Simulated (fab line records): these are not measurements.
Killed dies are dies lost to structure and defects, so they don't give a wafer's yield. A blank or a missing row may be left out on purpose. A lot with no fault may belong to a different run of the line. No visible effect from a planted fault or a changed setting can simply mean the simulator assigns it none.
A lot that was struck, set against a sound lot | flow sky130 | 15 steps out of a route of 708
Sound: the wafers L758.1, L758.2, L758.3. The struck wafers were L765.2, L765.4, L765.5. The cause comes at the end.
Order at every step that has rows: each side's tool, ch and its chambers, its first start. Under that, the readings that differ: sound wafers | struck wafers | difference of the means | sigmas: that difference in standard deviations of wafers without a fault.
alike: a reading whose means differ by less than 2 such deviations, as well as words and numbers matching on both sides. not compared: withheld readings; readings where some wafer has no value; bounds like >300 that might hide an equal value; numbers whose values overlap and for which the record gives no deviation.
Wherever a step has rows on one side only, a row that says differs or no value, or a row with sigmas, the two part there. When numbers do not overlap yet have no deviation, they are printed without sigmas and do not part them. A reading missing from all wafers of one side parts the sides only when that side holds two or more wafers.

first, 5 steps without rows for these wafers: SKY_LDD_N_COAT_02 (resist thk 300 nm); SKY_LDD_N_SOFTBAKE_03 (time 60 s); SKY_LDD_N_EXPOSE_04 (exposes mask NTM, target cd 840 nm); SKY_LDD_N_PEB_05; SKY_LDD_N_DEVELOP_06 (develop time 60 s).
SKY_LDD_N_OVL_MEAS_07:
  sound on overlay-01 at day 18 09:52; struck on overlay-02 at day 21 20:05
  alike: LDD_N_OVL
then, 6 steps without rows for these wafers: SKY_LDD_N_IMPLANT_08; SKY_LDD_N_IMPLANT_09; SKY_LDD_N_IMPLANT_10; SKY_LDD_N_IMPLANT_11; SKY_LDD_N_IMPLANT_12; SKY_LDD_N_IMPLANT_13.
SKY_LDD_N_IMPLANT_14:
  sound on implanter-01 ch 0, day 18 10:49; struck on implanter-04 ch 0, day 21 21:02
  reading            | sound                        | struck                        | difference | sigmas
  dose-ions-cm2      | 5.01e+12 5.007e+12 4.999e+12 | 3.536e+12 3.528e+12 3.528e+12 | -1.475e+12 | -99 or more
  faraday-current-uA | 28.0 27.7 28.1               | 18.9 19.9 19.5                | -8.5       | -16
then, 1 step without rows for these wafers: SKY_LDD_N_IMPLANT_15.
-- here the record skips 26 days between the struck wafers' starts before and after, leaving off in module LDD_N and picking up in module PAD_OPEN (first step shown: number 708 of the route) --
SKY_PAD_OPEN_PROBE_99:
  sound on prober-01 at day 46 17:43; struck on prober-01 at day 47 21:42
  reading                                    | sound                | struck        | difference | sigmas
  model.etest.nfet_01v8_swapped.vt-sat-v (V) | 0.6532 0.6569 0.6567 | 0.6407 0.6403 | -0.0151    |
  alike: killed_at_M0_to_M3, killed_at_M4_up, killed-at-contacts, killed-at-front-end, killed-at-other, killed-dies, killed-open, killed-short

## WHERE THEY PART
Only at SKY_LDD_N_IMPLANT_14, as far as this record shows. Later steps at which nothing parts them and some readings are alike: SKY_PAD_OPEN_PROBE_99.

WHY: what had been put in by the simulator
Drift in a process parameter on implanter-04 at SKY_LDD_N_IMPLANT_14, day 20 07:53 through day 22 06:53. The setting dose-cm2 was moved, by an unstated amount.
